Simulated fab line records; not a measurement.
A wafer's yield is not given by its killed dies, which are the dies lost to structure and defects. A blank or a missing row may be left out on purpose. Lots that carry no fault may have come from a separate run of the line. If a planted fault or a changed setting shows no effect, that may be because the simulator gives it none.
fab line records | flow gf180mcu
record lots=13 wafers=39 lastDay=34
route steps=602 shown V1@358 M2@363 V2@407
lots that met no fault: taken from a fault-free run of the same line
startH: the number of hours between the record's first day and the start of the first shown wafer of the lot | waitH: time in hours since the lot's previous step | " same as the row above | L1.1+2: several wafers, shown together as one row | - no value present, or no start provided | * or withheld: withheld | < > ~ a bound
route shown NAME@n: a module of which the file shows steps, and the number in the route of the first | usual: mean/standard deviation of fault-free wafers | same: alike in all rows | chamber/n: place in a boat | sites: each site's reading | _std_site: the standard deviation of these | _edge_site: mean of outer sites minus mean of inner sites | radiusMm: how far each site lies from the wafer's centre | mask NAME#n: copy n | behind: the tool/chamber that last shaped the wafer | hold: the reason the lot was held/the length of the hold in hours/how it ended | device: names the non-switching transistor (n, p or np) | end of line: at the end of the route, the tests of the same wafers | where a step has no rows: the recipe by itself | killed: dies lost to structure and defects at the first sort, not the wafer's yield | map: dies across one wafer; x = killed, . = not, _ = none there
set.NAME: the run value of the setting; set.NAME@STEP: its run value at that earlier step | model.NAME: the simulator's own value behind a step, which no gauge read
the route's steps for a sample of lots (tables are steps, rows are wafers)
services: a tool's chamber out of use, with start hour (startH, from the record's first day; less than 0 if before it), hours out, and reason
## steps
# step GF_V1_CVD_23
# recipe material=W targetThkNm=350 timeS=105.05 tempC=400 pressureTorr=40
# usual heaterPowerW=789/57
# columns lot.wafer tool chamber startH waitH heaterPowerW
L389.2 cvdW-02 0 412.95 0.0 758
L389.3 " 0 " " 766
L389.6 " 1 " " 797
L390.2 cvdW-02 1 422.59 0.0 815
L390.4 " 1 " " 819
L390.5 " 1 " " 802
L392.2 cvdW-01 1 447.53 0.0 852
L392.4 " 0 " " 714
L392.5 " 0 " " 698
L393.1 cvdW-01 0 459.47 0.0 719
L393.3 " 1 " " 847
L393.6 " 1 " " 856
L402.3 cvdW-02 1 527.93 0.1 803
L402.4 " 0 " " 753
L402.5 " 1 " " 827
L403.4 cvdW-01 0 538.76 0.1 726
L403.5 " 1 " " 877
L403.6 " 0 " " 705
L404.3 cvdW-01 1 544.33 0.1 879
L404.5 " 0 " " 726
L404.6 " 1 " " 876
L405.1 cvdW-02 1 556.33 0.0 828
L405.2 " 0 " " 749
L405.3 " 1 " " 811
L407.1 cvdW-02 0 578.80 0.0 757
L407.3 " 0 " " 761
L407.4 " 1 " " 840
L408.2 cvdW-02 1 583.55 0.0 818
L408.5 " 1 " " 826
L408.6 " 0 " " 764
L409.2 cvdW-01 0 585.23 0.0 714
L409.4 " 0 " " 715
L409.5 " 1 " " 884
L410.2 cvdW-01 0 589.59 0.0 734
L410.3 " 0 " " 703
L410.5 " 1 " " 868
L412.1 cvdW-02 0 607.48 0.0 744
L412.2 " 1 " " 825
L412.3 " 0 " " 756
# step GF_M2_SPUTTER_01
# recipe material=TiN targetThkNm=30 powerW=6500 timeS=25 chamberPressurePa=0.4
# usual cathodeDcPowerW=6500.1/1.2 chamberPressurePa=0.4001/0.0008 throttleValvePct=30.0/1
# columns lot.wafer tool chamber startH waitH cathodeDcPowerW chamberPressurePa throttleValvePct
L389.2 pvdSputter-01 - 413.64 0.1 6499.1 0.4015 29.7
L389.3 " - " " 6501.6 0.4011 30.1
L389.6 " - " " 6498.6 0.3996 30.8
L390.2 pvdSputter-01 - 423.29 0.1 6498.4 0.3995 31.1
L390.4 " - " " 6500.1 0.3993 30.3
L390.5 " - " " 6499.3 0.4009 29.4
L392.2 pvdSputter-01 - 448.22 0.1 6500.0 0.4006 31.0
L392.4 " - " " 6501.6 0.3992 30.0
L392.5 " - " " 6497.7 0.4017 30.0
L393.1 pvdSputter-02 - 460.16 0.1 6501.8 0.3998 29.2
L393.3 " - " " 6500.1 0.4010 28.1
L393.6 " - " " 6499.8 0.4003 30.6
L402.3 pvdSputter-01 - 528.59 0.1 6500.1 0.4013 30.8
L402.4 " - " " 6500.7 0.4003 29.4
L402.5 " - " " 6500.0 0.4017 30.7
L403.4 pvdSputter-01 - 539.42 0.1 6499.9 0.3984 30.0
L403.5 " - " " 6500.5 0.4004 29.4
L403.6 " - " " 6498.5 0.4000 29.9
L404.3 pvdSputter-04 - 545.15 0.1 6501.0 0.4001 29.8
L404.5 " - " " 6499.6 0.4007 31.8
L404.6 " - " " 6498.5 0.4001 29.9
L405.1 pvdSputter-04 - 557.03 0.1 6499.9 0.4002 31.9
L405.2 " - " " 6500.9 0.4012 31.4
L405.3 " - " " 6501.9 0.3993 29.9
L407.1 pvdSputter-02 - 579.49 0.1 6498.8 0.3997 28.9
L407.3 " - " " 6499.0 0.4005 30.5
L407.4 " - " " 6500.7 0.4015 29.3
L408.2 pvdSputter-02 - 584.24 0.1 6501.2 0.3993 29.7
L408.5 " - " " 6498.6 0.3997 30.5
L408.6 " - " " 6501.1 0.4004 29.3
L409.2 pvdSputter-04 - 585.92 0.1 6501.2 0.4000 29.3
L409.4 " - " " 6500.2 0.4007 29.8
L409.5 " - " " 6500.4 0.3999 29.8
L410.2 pvdSputter-02 - 590.28 0.1 6499.3 0.3998 29.5
L410.3 " - " " 6501.4 0.4002 29.0
L410.5 " - " " 6499.9 0.3994 30.6
L412.1 pvdSputter-04 - 608.17 0.1 6498.6 0.4002 29.3
L412.2 " - " " 6501.7 0.3998 29.8
L412.3 " - " " 6500.9 0.3986 31.4
# step GF_M2_SPUTTER_04
# recipe material=TiN targetThkNm=50 powerW=6500 timeS=41.7 chamberPressurePa=0.4
# usual cathodeDcPowerW=6500.1/1.3 chamberPressurePa=0.4000/0.00081 throttleValvePct=30.0/1.1
# columns lot.wafer tool chamber startH waitH cathodeDcPowerW chamberPressurePa throttleValvePct
L389.2 pvdSputter-01 - 413.72 0.0 6501.0 0.4005 29.6
L389.3 " - " " 6500.7 0.3999 30.1
L389.6 " - " " 6501.9 0.4005 30.7
L390.2 pvdSputter-01 - 423.37 0.0 6497.8 0.3997 30.7
L390.4 " - " " 6499.5 0.4003 30.3
L390.5 " - " " 6499.7 0.4009 29.4
L392.2 pvdSputter-01 - 448.30 0.0 6500.2 0.4003 30.9
L392.4 " - " " 6499.3 0.4013 29.8
L392.5 " - " " 6499.4 0.4008 30.3
L393.1 pvdSputter-02 - 460.24 0.0 6499.0 0.3993 29.0
L393.3 " - " " 6500.8 0.4012 28.0
L393.6 " - " " 6501.0 0.3989 30.5
L402.3 pvdSputter-01 - 528.67 0.0 6499.8 0.4774 28.0
L402.4 " - " " 6498.1 0.4784 27.1
L402.5 " - " " 6502.1 0.4776 28.2
L403.4 pvdSputter-01 - 539.50 0.0 6501.3 0.4766 27.2
L403.5 " - " " 6499.9 0.4781 27.2
L403.6 " - " " 6500.7 0.4777 27.7
L404.3 pvdSputter-04 - 545.23 0.0 6500.5 0.3996 29.7
L404.5 " - " " 6500.7 0.4001 31.9
L404.6 " - " " 6500.3 0.3998 29.9
L405.1 pvdSputter-04 - 557.11 0.0 6501.1 0.4011 32.2
L405.2 " - " " 6499.6 0.3999 31.4
L405.3 " - " " 6500.7 0.4015 29.9
L407.1 pvdSputter-02 - 579.57 0.0 6500.5 0.4007 29.2
L407.3 " - " " 6499.7 0.4017 30.5
L407.4 " - " " 6499.9 0.4001 29.5
L408.2 pvdSputter-02 - 584.32 0.0 6498.4 0.3996 29.6
L408.5 " - " " 6500.8 0.4006 30.7
L408.6 " - " " 6501.3 0.3995 29.2
L409.2 pvdSputter-04 - 586.00 0.0 6500.4 0.4000 29.5
L409.4 " - " " 6501.3 0.4001 29.8
L409.5 " - " " 6499.6 0.4002 30.0
L410.2 pvdSputter-02 - 590.36 0.0 6499.7 0.4005 29.6
L410.3 " - " " 6502.2 0.3990 29.3
L410.5 " - " " 6496.9 0.4000 30.6
L412.1 pvdSputter-04 - 608.25 0.0 6499.6 0.4008 29.2
L412.2 " - " " 6500.7 0.4022 29.7
L412.3 " - " " 6501.9 0.3991 31.6
# step GF_V2_THK_MEAS_25
# recipe thkMeasGauge=xrf reads=W_of_V2_CVD_23
# usual V2_W_THK=355/7.1
# columns lot.wafer tool chamber startH waitH V2_W_THK[nm]
L389.2 filmMetro-04 - 465.13 0.1 358
L389.3 " - " " 355
L389.6 " - " " 359
L390.2 filmMetro-04 - 472.65 0.1 360
L390.4 " - " " 365
L390.5 " - " " 357
L392.2 filmMetro-01 - 497.03 0.1 342
L392.4 " - " " 342
L392.5 " - " " 345
L393.1 filmMetro-04 - 509.07 0.1 346
L393.3 " - " " 349
L393.6 " - " " 350
L402.3 filmMetro-01 - 575.68 0.1 352
L402.4 " - " " 360
L402.5 " - " " 356
L403.4 filmMetro-04 - 586.75 0.1 358
L403.5 " - " " 364
L403.6 " - " " 361
L404.3 filmMetro-01 - 590.99 0.1 343
L404.5 " - " " 344
L404.6 " - " " 346
L405.1 filmMetro-02 - 602.78 0.1 358
L405.2 " - " " 356
L405.3 " - " " 356
L407.1 filmMetro-02 - 624.15 0.1 359
L407.3 " - " " 359
L407.4 " - " " 369
L408.2 filmMetro-04 - 628.86 0.1 360
L408.5 " - " " 353
L408.6 " - " " 355
L409.2 filmMetro-02 - 631.20 0.1 359
L409.4 " - " " 362
L409.5 " - " " 360
L410.2 filmMetro-01 - 633.61 0.1 348
L410.3 " - " " 348
L410.5 " - " " 342
L412.1 filmMetro-02 - 650.76 0.1 355
L412.2 " - " " 355
L412.3 " - " " 352
## services
# columns tool chamber startH hours kind
cvdW-02 - 390.00 14.0 pm
cvdW-02 0 390.00 14.0 ventCycle
cvdW-02 1 390.00 15.3 ventCycle
cvdW-02 1 390.29 15.0 repair
pvdSputter-04 - 403.45 2.7 repair
cvdW-01 - 404.00 14.6 pm
cvdW-02 0 404.00 - clean
cvdW-02 1 404.00 - clean
cvdW-01 - 412.46 0.8 repair
cvdW-01 1 416.31 1.3 repair
pvdSputter-04 - 447.13 9.4 repair
pvdSputter-04 - 475.97 1.0 repair
pvdSputter-04 - 505.59 2.3 repair
pvdSputter-04 - 518.50 2.4 repair
pvdSputter-04 - 523.75 4.2 repair
cvdW-02 - 549.99 6.0 pm
cvdW-02 0 557.97 6.7 repair
cvdW-01 - 578.33 6.0 pm
## key
firstSign step=GF_M2_SPUTTER_04 reading=chamberPressurePa direction=up sigmas=96 usual=0.4000 struck=0.4777
effect step=GF_M2_SPUTTER_04 reading=throttleValvePct direction=down sigmas=2.3 usual=30.0 struck=27.6
metAt GF_M2_SPUTTER_04
struckLots L402,L403
notActingAt GF_V1_CVD_23,GF_M2_SPUTTER_01,GF_V2_THK_MEAS_25
onsetBetween 448.30 528.67
fault kind=processParameterDrift tool=pvdSputter-01 chamber=- onsetH=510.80 steps=GF_M2_SPUTTER_04 channel=chamberPressurePa offset=0.078599 shape=step endH=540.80 actsIn=theseRecipesOnly stated=0.4
